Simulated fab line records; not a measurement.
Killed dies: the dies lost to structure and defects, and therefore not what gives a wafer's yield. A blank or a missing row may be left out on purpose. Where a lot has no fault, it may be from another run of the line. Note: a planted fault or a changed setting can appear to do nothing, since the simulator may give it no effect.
Comparing a struck lot with a sound one :: flow sky130 :: 16 steps out of a route of 708
Sound: wafers L307.2, L307.3, L307.6. Struck: wafer L316.4 (left out: L316.1, L316.6 of the same lot, which were not struck); the cause appears at the end.
Order at every step that has rows: each side's tool, ch and its chambers, its first start. Under that, the readings that differ: sound wafers :: struck wafers :: difference of the means :: sigmas: that difference in standard deviations of wafers without a fault.
alike: readings whose means differ by less than 2 such deviations, and words and numbers that are the same on both sides. not compared: withheld readings, readings that some wafer has no value for, bounds like >300 that may hide the same value, and numbers for which the record gives no deviation and whose values overlap.
The two part at a step that has a row with sigmas, a row that says differs or no value, or rows on one side only. Numbers that have no deviation but don't overlap get no sigmas and don't part them. A reading missing from all wafers of one side parts the sides only when that side holds two or more wafers.

first, 7 steps without rows for these wafers: SKY_METAL4_HMDS_06 (prime time 60 s); SKY_METAL4_COAT_07 (resist thk 60 nm); SKY_METAL4_COAT_08 (resist thk 1140 nm); SKY_METAL4_SOFTBAKE_09 (time 90 s); SKY_METAL4_EXPOSE_10 (exposes mask MM4, target cd 300 nm); SKY_METAL4_PEB_11; SKY_METAL4_DEVELOP_12 (develop time 60 s).
SKY_METAL4_CD_MEAS_13: the cd target is 300 nm.
  sound: cd_sem-02 at day 43 14:28; struck: cd_sem-02 at day 45 11:30
  alike: cd_nm
SKY_METAL4_OVL_MEAS_14:
  sound: overlay-01 at day 43 14:34; struck: overlay-02 at day 45 11:37
  alike: METAL4_OVL
SKY_METAL4_DESCUM_15: chemistry O2, time 8 s.
  sound on rie_metal-01 ch 0,1, day 43 14:35; struck on rie_metal-04 ch 0, day 45 11:40
  alike: chamber_pressure_mTorr, drypump_motor_current_A, oes_product_au, temp_c
  not compared: rf_hours_counter_h
SKY_METAL4_ETCH_16: etches BARC in N2/H2, stops on SiO2, time 88.2 s, target depth 60 nm.
  sound on rie_metal-01 ch 0,1, day 43 14:37; struck on rie_metal-04 ch 0, day 45 11:41
  alike: chamber_pressure_mTorr, drypump_motor_current_A, oes_product_au, throttle_valve_pct
  not compared: rf_hours_counter_h
SKY_METAL4_ETCH_17: etches SiO2 in C4F8/O2/Ar, stops on TiN, time 3.9 s, target depth 15 nm.
  sound on rie_diel-01 ch 0,2, day 43 14:43; struck on rie_diel-02 ch 2, day 45 11:47
  alike: chamber_pressure_mTorr, oes_product_au
SKY_METAL4_METAL_ETCH_18: etches the open film in Cl2/BCl3, stops on SiO2, target depth 845 nm, time 183.1 s.
  sound on rie_metal-01 ch 0,1, day 43 14:44; struck on rie_metal-02 ch 1, day 45 11:49
reading: oes_product_au (a.u.)
sound: 0.857 0.862 0.861
struck: 0.811
difference: -0.049
sigmas: -8

reading: over_etch_frac
sound: 0.3 0.3 0.3
struck: 0.46144
difference: +0.16144
sigmas: 

reading: model.KrF-thick_of_METAL4_COAT_08.thk_nm (nm)
sound: 520.4 529.4 527.1
struck: 465.3
difference: -60.3
sigmas: 

reading: model.SiO2_of_VIA3_HDPCVD_00.thk_nm (nm)
sound: 435.4 432.6 433.2
struck: 430.4
difference: -3.3
sigmas: 
  alike: chamber_pressure_mTorr, drypump_motor_current_A, throttle_valve_pct
  not compared: rf_hours_counter_h
SKY_METAL4_STRIP_19: strips in O2/N2.
  sound on plasma_asher-03 ch 0,1, day 43 14:55; struck on plasma_asher-01 ch 1, day 45 11:59
reading: oes_product_au (a.u.)
sound: 0.497 0.507 0.500
struck: 0.474
difference: -0.027
sigmas: -5

reading: strip_time_to_endpoint_s (s)
sound: 6.47 6.56 6.54
struck: 5.91
difference: -0.61
sigmas: -10
  alike: chamber_pressure_mTorr, drypump_motor_current_A
  not compared: rf_hours_counter_h
then, 1 step without rows for these wafers: SKY_METAL4_STRIP_20 (strips in post etch residue remover, time 1200 s).
-- the record jumps here: 4 days lie between the struck wafers' starts before and after (it left off in module METAL4 and takes up again in module PAD_OPEN, whose first step shown is number 708 of the route) --
SKY_PAD_OPEN_PROBE_99:
  sound: prober-01 at day 47 10:31; struck: prober-01 at day 49 00:28
reading: killed_at_contacts
sound: 34 21 29
struck: 16
difference: -12
sigmas: -2

reading: killed_at_front_end
sound: 21 25 25
struck: 10
difference: -14
sigmas: -3
  alike: defect_limited_yield, killed_at_M0_to_M3, killed_at_M4_up, killed_at_other, killed_dies, killed_open, killed_short, sort_bin_3_pad_short, sort_bin_5_function, sort_bin_6_memory, sort_n_pass, sort_yield_pct

== WHERE THEY PART ==
At SKY_METAL4_METAL_ETCH_18 first; at SKY_PAD_OPEN_PROBE_99 last (within this record only).

WHY: what the simulator had put in
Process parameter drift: rie_metal-02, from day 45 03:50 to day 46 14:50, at SKY_METAL4_METAL_ETCH_18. From 0.3, the setting over_etch_frac moved by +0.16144. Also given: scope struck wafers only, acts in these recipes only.
